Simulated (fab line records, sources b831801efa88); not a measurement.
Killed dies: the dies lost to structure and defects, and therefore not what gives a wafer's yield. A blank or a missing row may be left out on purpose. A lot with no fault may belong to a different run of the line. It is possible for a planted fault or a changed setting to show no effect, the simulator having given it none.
One fault through the eyes of 2 desks ; flow sky130 ; only its own numbers are on each desk; what lay behind them is given at the end

## AT THE METROLOGY DESK
Lot by lot, what the gauges showed, no matter which tool ran the lot: averages of those sampled wafers that carry a number. Marked OUT: a lot whose mean sits more than 4 standard deviations from the usual mean, which makes it out of limits; the brackets give that distance.
Columns: A = VIA2_W_THK at SKY_VIA2_THK_MEAS_23, usual 434 nm
lot;first seen here;A
L152;day 36 02:22;447
L153;day 36 16:32;432
L155;day 37 10:37;435
L156;day 37 16:14;433
L161;day 39 09:27;436
L164;day 40 05:46;433
L165;day 40 09:05;430
L168;day 41 09:11;436
L170;day 41 23:53;428
L171;day 42 03:06;438
L173;day 42 20:31;430
L174;day 42 21:19;439
This desk's finding: nothing out of limits on any of the 12 lots.

## TOOL OWNER'S DESK, pvd_sputter-04
The tool's own readings at SKY_METAL3_SPUTTER_01 (material TiN, target thk 20 nm, time 16.7 s): means of the sampled wafers that have a number, for each lot that ran on this tool. Marked OUT: a lot whose mean sits more than 4 standard deviations from the usual mean, which makes it out of limits; the brackets give that distance.
Columns: A = chamber_pressure_pa at SKY_METAL3_SPUTTER_01, usual 0.4000 Pa; B = throttle_valve_pct at SKY_METAL3_SPUTTER_01, usual 30.2 %
lot;first seen here;A;B
L153;day 36 16:53;0.4006;30.2
L155;day 37 11:00;0.4003;31.0
L156;day 37 16:37;0.3998;30.3
L164;day 40 06:07;0.4135 (+18) OUT;29.7
L165;day 40 09:28;0.4072 (+9.4) OUT;29.9
This desk's verdict: out of limits on L164, L165, starting with L164 at day 40 06:07 (chamber_pressure_pa at SKY_METAL3_SPUTTER_01). Within limits: L153, L155, L156.

## PUT TOGETHER
The tool owner's desk could have raised an alarm at day 40 06:07, on L164, L165.
Metrology desk: nothing out of limits seen.
The metrology desk holds a record of L164, L165, inside its limits.
The lots listed all ran SKY_METAL3_SPUTTER_01 on pvd_sputter-04.

## WHAT THE SIMULATOR HAD INSERTED
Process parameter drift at SKY_METAL3_SPUTTER_01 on pvd_sputter-04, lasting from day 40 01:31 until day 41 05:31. From 0.4, the setting chamber_pressure_pa moved by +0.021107. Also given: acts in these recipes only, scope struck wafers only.
Lots struck among those shown: L164, L165.
Delay in hours, fault start to first out-of-limits reading, by desk: the tool owner's desk at 5.
